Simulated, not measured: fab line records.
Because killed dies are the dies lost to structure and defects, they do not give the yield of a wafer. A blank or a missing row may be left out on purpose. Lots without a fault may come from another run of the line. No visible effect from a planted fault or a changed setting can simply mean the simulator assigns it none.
fab line records	flow sky130	part 1 of 2: steps 1 to 26 of 37
[record] lots = 5	wafers = 15	last-day = 49
route steps=708 shown NWELL@71 PWDE@84 VT_ADJUST_HVTP@85 VT_ADJUST_LVTN@97
lots untouched by any fault: they come from a run of this same line in which no faults occurred
start-h: hours from the record's first day to the start of the lot's first wafer shown	wait-h: how many hours have passed since the lot's step before this one	" the same as in the row above	L1.1+2: a single row standing in for several wafers	- no value, or no start was given	* or withheld: withheld	< > ~ a bound
route shown NAME@n: a module of which the file shows steps, and the number in the route of the first	usual: average and standard deviation across the fault-free wafers	same: alike in all rows	chamber/n: place in a boat	sites: per-site readings	_std_site: the standard deviation of these	_edge_site: mean of outer sites minus mean of inner sites	radius-mm: how far each site lies from the wafer's centre	mask NAME#n: copy n	behind: the last tool/chamber to shape the wafer	hold: reason for holding the lot/hours on hold/outcome of the hold	device: transistor that didn't switch, given as n, p or np	end of line: the route-end tests of the same wafers	where a step has no rows: the recipe by itself	killed: the dies lost at the first sort to structure and to defects; this is not the yield of the wafer	map: shows each die of a wafer: x if killed, . if not, _ if none is there
set.NAME: the setting the step ran with; set.NAME@STEP: the setting that earlier step ran with	model.NAME: the simulator's own value behind a step, which no gauge read
lots seen at some steps along the route; tables by step, rows by wafer
services: when a tool's chamber went out of use (start-h, in hours from the record's first day, below 0 if earlier), for how many hours, and the reason
[[steps]]
[step SKY_NWELL_COAT_18]
[recipe] spin-rpm = 2000	resist-thk-nm = 3000
[usual] exhaust-pa = 44.7/1
lot.wafer	tool	chamber	start-h	wait-h	exhaust-pa
L076.2	litho-track-02	0	112.73	0.1	44.9
L076.3	"	0	"	"	44.3
L076.4	"	0	"	"	45.6
L077.3	litho-track-04	0	117.69	0.1	44.2
L077.4	"	0	"	"	41.8
L077.5	"	0	"	"	42.7
L078.1	litho-track-01	0	121.40	0.1	45.6
L078.4	"	0	"	"	44.7
L078.6	"	0	"	"	43.5
L083.2	litho-track-02	0	150.28	0.1	45.2
L083.3	"	0	"	"	44.1
L083.4	"	0	"	"	43.8
L092.1	litho-track-01	0	200.39	0.1	44.2
L092.4	"	0	"	"	42.9
L092.6	"	0	"	"	44.1
[step SKY_NWELL_SOFTBAKE_19]
[recipe] temp-c = 110	time-s = withheld
[usual] exhaust-pa = 45.0/0.79
lot.wafer	tool	chamber	start-h	wait-h	exhaust-pa
L076.2	litho-track-02	0	112.89	0.1	46.2
L076.3	"	0	"	"	45.4
L076.4	"	0	"	"	44.4
L077.3	litho-track-04	0	117.86	0.1	45.9
L077.4	"	0	"	"	44.9
L077.5	"	0	"	"	45.0
L078.1	litho-track-01	0	121.55	0.1	44.4
L078.4	"	0	"	"	45.7
L078.6	"	0	"	"	45.2
L083.2	litho-track-02	0	150.44	0.1	44.2
L083.3	"	0	"	"	45.1
L083.4	"	0	"	"	45.5
L092.1	litho-track-01	0	200.54	0.1	43.8
L092.4	"	0	"	"	44.5
L092.6	"	0	"	"	43.6
[step SKY_NWELL_EXPOSE_20]
[recipe] mask-id = NWM_COMPLEMENT	na = 0.6	source-shape = conventional	sigma-outer = 0.6	polarization = unpolarized	target-cd-nm = 840	dose-mj = 260
lot.wafer	tool	chamber	start-h	wait-h	mask
L076.2+3+4	iline-stepper-01	0	-	-	NWM_COMPLEMENT#0
L077.3+4+5	iline-stepper-01	0	-	-	NWM_COMPLEMENT#0
L078.1+4+6	iline-stepper-01	0	-	-	NWM_COMPLEMENT#0
L083.2+3+4	iline-stepper-02	0	-	-	NWM_COMPLEMENT#0
L092.1+4+6	iline-stepper-01	0	-	-	NWM_COMPLEMENT#0
[step SKY_NWELL_PEB_21]
[recipe] temp-c = 115	time-s = withheld
[usual] exhaust-pa = 45.0/0.99
lot.wafer	tool	chamber	start-h	wait-h	exhaust-pa
L076.2	litho-track-02	0	-	-	43.5
L076.3	"	0	"	"	43.1
L076.4	"	0	"	"	43.4
L077.3	litho-track-04	0	-	-	45.7
L077.4	"	0	"	"	45.0
L077.5	"	0	"	"	44.3
L078.1	litho-track-01	0	-	-	44.9
L078.4	"	0	"	"	43.3
L078.6	"	0	"	"	45.0
L083.2	litho-track-02	0	-	-	44.4
L083.3	"	0	"	"	45.3
L083.4	"	0	"	"	44.4
L092.1	litho-track-04	0	-	-	45.1
L092.4	"	0	"	"	44.0
L092.6	"	0	"	"	45.0
[step SKY_NWELL_DEVELOP_22]
[recipe] wall-angle-deg = 90	developer = TMAH	develop-time-s = 60	dev-temp-c = 23
[usual] exhaust-pa = 45.1/0.97
lot.wafer	tool	chamber	start-h	wait-h	exhaust-pa
L076.2	litho-track-02	0	-	-	45.5
L076.3	"	0	"	"	45.9
L076.4	"	0	"	"	45.8
L077.3	litho-track-04	0	-	-	44.9
L077.4	"	0	"	"	44.7
L077.5	"	0	"	"	44.5
L078.1	litho-track-01	0	-	-	46.3
L078.4	"	0	"	"	46.3
L078.6	"	0	"	"	46.6
L083.2	litho-track-02	0	-	-	43.4
L083.3	"	0	"	"	45.1
L083.4	"	0	"	"	45.3
L092.1	litho-track-04	0	-	-	43.7
L092.4	"	0	"	"	44.3
L092.6	"	0	"	"	43.3
[step SKY_NWELL_OVL_MEAS_23]
[usual] NWELL_01_OVL = -0.5/1.4
lot.wafer	tool	chamber	start-h	wait-h	NWELL_01_OVL[nm]
L076.2	overlay-01	-	122.06	-	0.3
L076.3	"	-	"	"	1.0
L076.4	"	-	"	"	0.9
L077.3	overlay-01	-	127.96	-	0.7
L077.4	"	-	"	"	0.3
L077.5	"	-	"	"	3.3
L078.1	overlay-01	-	131.55	-	-3.1
L078.4	"	-	"	"	-0.7
L078.6	"	-	"	"	-1.7
L083.2	overlay-02	-	161.31	-	-0.4
L083.3	"	-	"	"	1.2
L083.4	"	-	"	"	0.3
L092.1	overlay-01	-	211.19	-	-3.1
L092.4	"	-	"	"	-2.4
L092.6	"	-	"	"	-0.7
[step SKY_NWELL_IMPLANT_24]
[recipe] species = B	energy-kev = 140	dose-cm2 = 9.2e+12	tilt-deg = withheld
[usual] faraday-current-uA = 51.8/1.1
lot.wafer	tool	chamber	start-h	wait-h	faraday-current-uA
L076.2	implanter-03	0	122.12	0.0	50.4
L076.3	"	0	"	"	52.9
L076.4	"	0	"	"	51.4
L077.3	implanter-03	0	128.03	0.1	53.0
L077.4	"	0	"	"	51.4
L077.5	"	0	"	"	51.7
L078.1	implanter-04	0	131.58	0.0	51.5
L078.4	"	0	"	"	51.0
L078.6	"	0	"	"	52.0
L083.2	implanter-03	0	161.37	0.0	52.2
L083.3	"	0	"	"	50.7
L083.4	"	0	"	"	52.3
L092.1	implanter-03	0	211.23	0.0	50.9
L092.4	"	0	"	"	49.8
L092.6	"	0	"	"	51.3
[step SKY_NWELL_STRIP_25]
[recipe] chemistry = O2/N2	power-w = 1400	pressure-mtorr = 1500	platen-temp-c = withheld	o2-flow-sccm = 3000	n2-flow-sccm = 300	overash-fraction = 0.5
[usual] drypump-motor-current-A = 5.8/0.44	oes-product-au = 0.722/0.0041	strip-time-to-endpoint-s = 36.95/0.1
lot.wafer	tool	chamber	start-h	wait-h	drypump-motor-current-A	oes-product-au	rf-hours-counter-h	strip-time-to-endpoint-s
L076.2	plasma-asher-01	0	122.24	0.1	5.5	0.727	0	37.11
L076.3	"	1	"	"	5.4	0.723	-	37.01
L076.4	"	0	"	"	5.5	0.721	-	36.94
L077.3	plasma-asher-02	1	128.16	0.1	6.5	0.726	-	36.89
L077.4	"	0	"	"	6.3	0.714	-	36.85
L077.5	"	1	"	"	6.4	0.728	-	36.96
L078.1	plasma-asher-02	0	131.73	0.1	6.3	0.721	44	37.03
L078.4	"	1	"	"	6.5	0.721	-	36.97
L078.6	"	0	"	"	6.2	0.726	-	37.02
L083.2	plasma-asher-01	0	161.49	0.1	5.5	0.723	4	36.90
L083.3	"	0	"	"	5.5	0.727	-	36.91
L083.4	"	1	"	"	5.4	0.726	-	36.86
L092.1	plasma-asher-03	1	211.38	0.1	5.7	0.727	50	36.83
L092.4	"	1	"	"	5.7	0.723	-	36.80
L092.6	"	1	"	"	5.7	0.717	-	36.97
[step SKY_NWELL_TW_MEAS_26]
[usual] NWELL_2_TW = 499/3.1
lot.wafer	tool	chamber	start-h	wait-h	NWELL_2_TW
L076.2	film-metro-04	-	122.35	0.1	500
L076.3	"	-	"	"	499
L076.4	"	-	"	"	501
L077.3	film-metro-04	-	128.25	0.1	498
L077.4	"	-	"	"	498
L077.5	"	-	"	"	498
L078.1	film-metro-03	-	131.83	0.1	497
L078.4	"	-	"	"	496
L078.6	"	-	"	"	496
L083.2	film-metro-04	-	161.60	0.1	499
L083.3	"	-	"	"	496
L083.4	"	-	"	"	496
L092.1	film-metro-03	-	211.48	0.1	497
L092.4	"	-	"	"	497
L092.6	"	-	"	"	497
[step SKY_NWELL_CLEAN_27]
[recipe] chemistry = SC1/SC2	mix = 1:4:20	temp-c = 70	time-s = 150	dry = n2-spin
lot.wafer	tool	chamber	start-h	wait-h
L076.2+3+4	wet-bench-03	0	122.40	0.0
L077.3+4+5	wet-bench-02	1	128.29	0.0
L078.1+4+6	wet-bench-04	2	131.89	0.1
L083.2+3+4	wet-bench-03	0	161.65	0.0
L092.1+4+6	wet-bench-04	0	211.54	0.1
[step SKY_NWELL_RTA_28]
[recipe] temp-c = 1050	time-s = 30	idle-temp-c = 650	ramp-up-c-per-s = 150	ramp-down-c-per-s = 90	ambient = N2
[usual] lamp-power-pct = 25.31/0.054	ramp-up-c-per-s = 150.00/0.027	wafer_temp_C_max = 1054.9/0.86
lot.wafer	tool	chamber	start-h	wait-h	lamp-power-pct	ramp-up-c-per-s	wafer_temp_C_max
L076.2	rtp-anneal-02	0	122.47	0.0	25.34	150.05	1054.1
L076.3	"	0	"	"	25.29	149.99	1055.6
L076.4	"	0	"	"	25.27	150.06	1055.9
L077.3	rtp-anneal-01	0	128.38	0.0	25.39	150.00	1054.4
L077.4	"	0	"	"	25.29	149.99	1054.8
L077.5	"	0	"	"	25.38	149.98	1055.6
L078.1	rtp-anneal-01	0	131.94	0.0	25.39	150.06	1056.0
L078.4	"	0	"	"	25.25	149.98	1055.0
L078.6	"	0	"	"	25.32	150.00	1056.0
L083.2	rtp-anneal-01	0	161.72	0.0	25.23	149.99	1055.7
L083.3	"	0	"	"	25.31	149.95	1055.1
L083.4	"	0	"	"	25.36	150.02	1055.0
L092.1	rtp-anneal-02	0	211.59	0.0	25.34	150.00	1053.7
L092.4	"	0	"	"	25.38	150.01	1055.6
L092.6	"	0	"	"	25.25	149.98	1055.5
[step SKY_NWELL_RS_MEAS_29]
[recipe] thk-meas-gauge = four-point-probe
[usual] NWELL_RS = 625.7/1.5
lot.wafer	tool	chamber	start-h	wait-h	NWELL_RS[ohm/sq]
L076.2	film-metro-04	-	122.57	0.1	628.4
L076.3	"	-	"	"	626.5
L076.4	"	-	"	"	627.8
L077.3	film-metro-01	-	128.48	0.1	625.8
L077.4	"	-	"	"	623.8
L077.5	"	-	"	"	624.1
L078.1	film-metro-04	-	132.04	0.1	627.2
L078.4	"	-	"	"	627.3
L078.6	"	-	"	"	628.4
L083.2	film-metro-01	-	161.82	0.1	625.8
L083.3	"	-	"	"	626.1
L083.4	"	-	"	"	626.0
L092.1	film-metro-03	-	211.69	0.1	629.2
L092.4	"	-	"	"	627.4
L092.6	"	-	"	"	626.0
[step SKY_NWELL_RS_MEAS_31]
[recipe] thk-meas-gauge = four-point-probe
[usual] PWDE_RS = 5277/16
lot.wafer	tool	chamber	start-h	wait-h	PWDE_RS[ohm/sq]
L076.2	film-metro-04	-	122.81	0.1	5285
L076.3	"	-	"	"	5287
L076.4	"	-	"	"	5289
L077.3	film-metro-01	-	128.72	0.1	5316
L077.4	"	-	"	"	5293
L077.5	"	-	"	"	5316
L078.1	film-metro-04	-	132.28	0.1	5299
L078.4	"	-	"	"	5309
L078.6	"	-	"	"	5282
L083.2	film-metro-01	-	162.06	0.1	5264
L083.3	"	-	"	"	5272
L083.4	"	-	"	"	5249
L092.1	film-metro-03	-	211.93	0.1	5284
L092.4	"	-	"	"	5267
L092.6	"	-	"	"	5263
[step SKY_VT_ADJUST_HVTP_DEHYDRATE_00]
[recipe] temp-c = 200	time-s = 60
[usual] exhaust-pa = 45.1/0.95
lot.wafer	tool	chamber	start-h	wait-h	exhaust-pa
L076.2	litho-track-04	0	132.32	9.5	44.5
L076.3	"	0	"	"	45.3
L076.4	"	0	"	"	46.1
L077.3	litho-track-03	0	138.00	9.3	44.9
L077.4	"	0	"	"	45.2
L077.5	"	0	"	"	45.7
L078.1	litho-track-03	0	141.10	8.8	44.6
L078.4	"	0	"	"	44.9
L078.6	"	0	"	"	44.1
L083.2	litho-track-04	0	171.77	9.7	44.5
L083.3	"	0	"	"	45.7
L083.4	"	0	"	"	43.7
L092.1	litho-track-02	0	222.71	10.8	45.1
L092.4	"	0	"	"	46.4
L092.6	"	0	"	"	44.7
[step SKY_VT_ADJUST_HVTP_HMDS_01]
[recipe] prime-time-s = 60	prime-temp-c = 120
[usual] exhaust-pa = 45.0/0.96
lot.wafer	tool	chamber	start-h	wait-h	exhaust-pa
L076.2	litho-track-04	0	132.47	0.1	45.2
L076.3	"	0	"	"	43.7
L076.4	"	0	"	"	45.2
L077.3	litho-track-03	0	138.15	0.1	46.2
L077.4	"	0	"	"	46.5
L077.5	"	0	"	"	46.4
L078.1	litho-track-03	0	141.25	0.1	45.2
L078.4	"	0	"	"	45.9
L078.6	"	0	"	"	46.0
L083.2	litho-track-04	0	171.92	0.1	45.9
L083.3	"	0	"	"	46.7
L083.4	"	0	"	"	45.0
L092.1	litho-track-02	0	222.86	0.1	45.5
L092.4	"	0	"	"	44.5
L092.6	"	0	"	"	45.2
[step SKY_VT_ADJUST_HVTP_COAT_02]
[recipe] resist = NOVOLAK	spin-rpm = 3000	resist-thk-nm = 1140
[usual] exhaust-pa = 45.0/0.8
lot.wafer	tool	chamber	start-h	wait-h	exhaust-pa
L076.2	litho-track-04	0	132.62	0.1	46.2
L076.3	"	0	"	"	45.1
L076.4	"	0	"	"	45.6
L077.3	litho-track-03	0	138.30	0.1	45.9
L077.4	"	0	"	"	45.9
L077.5	"	0	"	"	44.9
L078.1	litho-track-03	0	141.40	0.1	45.1
L078.4	"	0	"	"	45.1
L078.6	"	0	"	"	44.7
L083.2	litho-track-04	0	172.07	0.1	45.3
L083.3	"	0	"	"	44.6
L083.4	"	0	"	"	43.5
L092.1	litho-track-02	0	223.01	0.1	45.3
L092.4	"	0	"	"	45.7
L092.6	"	0	"	"	45.8
[step SKY_VT_ADJUST_HVTP_SOFTBAKE_03]
[recipe] temp-c = 90	time-s = 60	resist = NOVOLAK
[usual] exhaust-pa = 44.9/0.99
lot.wafer	tool	chamber	start-h	wait-h	exhaust-pa
L076.2	litho-track-04	0	132.77	0.1	47.0
L076.3	"	0	"	"	46.3
L076.4	"	0	"	"	45.9
L077.3	litho-track-03	0	138.45	0.1	45.9
L077.4	"	0	"	"	45.0
L077.5	"	0	"	"	46.6
L078.1	litho-track-03	0	141.55	0.1	43.9
L078.4	"	0	"	"	45.3
L078.6	"	0	"	"	45.3
L083.2	litho-track-04	0	172.22	0.1	44.0
L083.3	"	0	"	"	45.5
L083.4	"	0	"	"	43.9
L092.1	litho-track-02	0	223.16	0.1	44.4
L092.4	"	0	"	"	42.7
L092.6	"	0	"	"	42.4
[step SKY_VT_ADJUST_HVTP_EXPOSE_04]
[recipe] mask-id = HVTPM	na = 0.6	source-shape = conventional	sigma-outer = 0.6	polarization = unpolarized	target-cd-nm = 380	dose-mj = 140
lot.wafer	tool	chamber	start-h	wait-h	mask
L076.2+3+4	iline-stepper-02	0	-	-	HVTPM#0
L077.3+4+5	iline-stepper-01	0	-	-	HVTPM#0
L078.1+4+6	iline-stepper-01	0	-	-	HVTPM#0
L083.2+3+4	iline-stepper-01	0	-	-	HVTPM#0
L092.1+4+6	iline-stepper-01	0	-	-	HVTPM#0
[step SKY_VT_ADJUST_HVTP_PEB_05]
[recipe] temp-c = withheld	time-s = *	resist = NOVOLAK
[usual] exhaust-pa = 45.1/1.1
lot.wafer	tool	chamber	start-h	wait-h	exhaust-pa
L076.2	litho-track-02	0	-	-	43.4
L076.3	"	0	"	"	46.4
L076.4	"	0	"	"	46.2
L077.3	litho-track-02	0	-	-	44.3
L077.4	"	0	"	"	46.1
L077.5	"	0	"	"	45.2
L078.1	litho-track-04	0	-	-	43.2
L078.4	"	0	"	"	44.6
L078.6	"	0	"	"	44.7
L083.2	litho-track-04	0	-	-	45.7
L083.3	"	0	"	"	44.7
L083.4	"	0	"	"	45.0
L092.1	litho-track-02	0	-	-	45.1
L092.4	"	0	"	"	45.1
L092.6	"	0	"	"	44.4
[step SKY_VT_ADJUST_HVTP_DEVELOP_06]
[recipe] resist = NOVOLAK	developer = TMAH	develop-time-s = 60	dev-temp-c = 23
[usual] exhaust-pa = 45.0/0.89
lot.wafer	tool	chamber	start-h	wait-h	exhaust-pa
L076.2	litho-track-02	0	141.63	0.1	43.5
L076.3	"	0	"	"	43.7
L076.4	"	0	"	"	44.0
L077.3	litho-track-02	0	148.11	0.1	44.9
L077.4	"	0	"	"	43.6
L077.5	"	0	"	"	44.5
L078.1	litho-track-04	0	151.09	0.1	45.6
L078.4	"	0	"	"	45.4
L078.6	"	0	"	"	45.9
L083.2	litho-track-04	0	183.27	0.1	44.1
L083.3	"	0	"	"	44.5
L083.4	"	0	"	"	45.3
L092.1	litho-track-02	0	234.46	0.1	46.4
L092.4	"	0	"	"	46.6
L092.6	"	0	"	"	45.8
[step SKY_VT_ADJUST_HVTP_CD_MEAS_07]
[recipe] target-cd-nm = 380
[usual] cd-nm = 379.5/2
lot.wafer	tool	chamber	start-h	wait-h	cd-nm
L076.2	cd-sem-01	-	141.84	0.2	378.9
L076.3	"	-	"	"	379.4
L076.4	"	-	"	"	378.5
L077.3	cd-sem-01	-	148.25	0.1	379.6
L077.4	"	-	"	"	379.5
L077.5	"	-	"	"	380.8
L078.1	cd-sem-01	-	151.24	0.1	380.9
L078.4	"	-	"	"	380.8
L078.6	"	-	"	"	379.2
L083.2	cd-sem-01	-	183.41	0.1	379.2
L083.3	"	-	"	"	378.5
L083.4	"	-	"	"	377.9
L092.1	cd-sem-02	-	234.61	0.1	377.0
L092.4	"	-	"	"	377.6
L092.6	"	-	"	"	377.2
[step SKY_VT_ADJUST_HVTP_OVL_MEAS_08]
[usual] VT_ADJUST_HVTP_OVL = 0.2/1.1
lot.wafer	tool	chamber	start-h	wait-h	VT_ADJUST_HVTP_OVL[nm]
L076.2	overlay-02	-	141.94	0.1	2.6
L076.3	"	-	"	"	0.0
L076.4	"	-	"	"	1.0
L077.3	overlay-01	-	148.34	0.1	0.5
L077.4	"	-	"	"	0.7
L077.5	"	-	"	"	0.2
L078.1	overlay-01	-	151.36	0.1	0.7
L078.4	"	-	"	"	0.8
L078.6	"	-	"	"	-0.2
L083.2	overlay-02	-	183.52	0.1	-0.9
L083.3	"	-	"	"	0.2
L083.4	"	-	"	"	0.6
L092.1	overlay-01	-	234.73	0.1	0.8
L092.4	"	-	"	"	-0.2
L092.6	"	-	"	"	0.1
[step SKY_VT_ADJUST_HVTP_IMPLANT_09]
[recipe] species = As	energy-kev = 150	dose-cm2 = 4.3e+12	tilt-deg = withheld
[usual] faraday-current-uA = 24.2/0.46
lot.wafer	tool	chamber	start-h	wait-h	faraday-current-uA
L076.2	implanter-01	0	142.00	0.0	24.0
L076.3	"	0	"	"	24.8
L076.4	"	0	"	"	24.3
L077.3	implanter-02	0	148.41	0.1	23.1
L077.4	"	0	"	"	24.0
L077.5	"	0	"	"	24.8
L078.1	implanter-02	0	151.40	0.0	23.6
L078.4	"	0	"	"	24.0
L078.6	"	0	"	"	23.9
L083.2	implanter-01	0	183.57	0.0	23.7
L083.3	"	0	"	"	23.6
L083.4	"	0	"	"	24.4
L092.1	implanter-01	0	234.76	0.0	24.0
L092.4	"	0	"	"	25.2
L092.6	"	0	"	"	23.7
[step SKY_VT_ADJUST_HVTP_STRIP_10]
[recipe] chemistry = O2/N2	power-w = 1400	pressure-mtorr = 1500	platen-temp-c = withheld	o2-flow-sccm = 3000	n2-flow-sccm = 300	overash-fraction = 0.5
[usual] drypump-motor-current-A = 5.47/0.2	oes-product-au = 0.715/0.0044	strip-time-to-endpoint-s = 14.19/0.037
lot.wafer	tool	chamber	start-h	wait-h	drypump-motor-current-A	oes-product-au	rf-hours-counter-h	strip-time-to-endpoint-s
L076.2	plasma-asher-03	0	142.12	0.1	5.29	0.713	43	14.25
L076.3	"	1	"	"	5.69	0.710	-	14.17
L076.4	"	0	"	"	5.29	0.719	-	14.18
L077.3	plasma-asher-04	0	148.55	0.1	5.12	0.714	-	14.24
L077.4	"	1	"	"	5.69	0.716	-	14.25
L077.5	"	1	"	"	5.69	0.718	-	14.24
L078.1	plasma-asher-04	0	151.55	0.1	5.12	0.711	35	14.19
L078.4	"	1	"	"	5.63	0.719	-	14.17
L078.6	"	1	"	"	5.64	0.719	-	14.16
L083.2	plasma-asher-03	0	183.70	0.1	5.28	0.722	48	14.24
L083.3	"	1	"	"	5.70	0.712	-	14.23
L083.4	"	0	"	"	5.30	0.717	-	14.23
L092.1	plasma-asher-03	1	234.91	0.1	5.72	0.712	52	14.18
L092.4	"	0	"	"	5.28	0.710	-	14.19
L092.6	"	0	"	"	5.28	0.719	-	14.15
[step SKY_VT_ADJUST_HVTP_TW_MEAS_11]
[usual] VT_ADJUST_HVTP_TW = 1358/6.1
lot.wafer	tool	chamber	start-h	wait-h	VT_ADJUST_HVTP_TW
L076.2	film-metro-02	-	142.23	0.1	1353
L076.3	"	-	"	"	1348
L076.4	"	-	"	"	1348
L077.3	film-metro-03	-	148.63	0.1	1350
L077.4	"	-	"	"	1351
L077.5	"	-	"	"	1356
L078.1	film-metro-03	-	151.65	0.1	1354
L078.4	"	-	"	"	1350
L078.6	"	-	"	"	1355
L083.2	film-metro-04	-	183.81	0.1	1361
L083.3	"	-	"	"	1369
L083.4	"	-	"	"	1365
L092.1	film-metro-02	-	235.01	0.1	1355
L092.4	"	-	"	"	1357
L092.6	"	-	"	"	1353
[step SKY_VT_ADJUST_LVTN_DEHYDRATE_00]
[recipe] temp-c = 200	time-s = 60
[usual] exhaust-pa = 45.0/1
lot.wafer	tool	chamber	start-h	wait-h	exhaust-pa
L076.2	litho-track-01	0	152.02	9.8	44.3
L076.3	"	0	"	"	43.7
L076.4	"	0	"	"	42.6
L077.3	litho-track-02	0	158.36	9.7	44.3
L077.4	"	0	"	"	45.3
L077.5	"	0	"	"	44.7
L078.1	litho-track-03	0	161.65	10.0	45.1
L078.4	"	0	"	"	46.2
L078.6	"	0	"	"	46.2
L083.2	litho-track-02	0	193.88	10.1	46.8
L083.3	"	0	"	"	47.6
L083.4	"	0	"	"	46.9
L092.1	litho-track-03	0	245.60	10.6	44.8
L092.4	"	0	"	"	43.5
L092.6	"	0	"	"	42.4
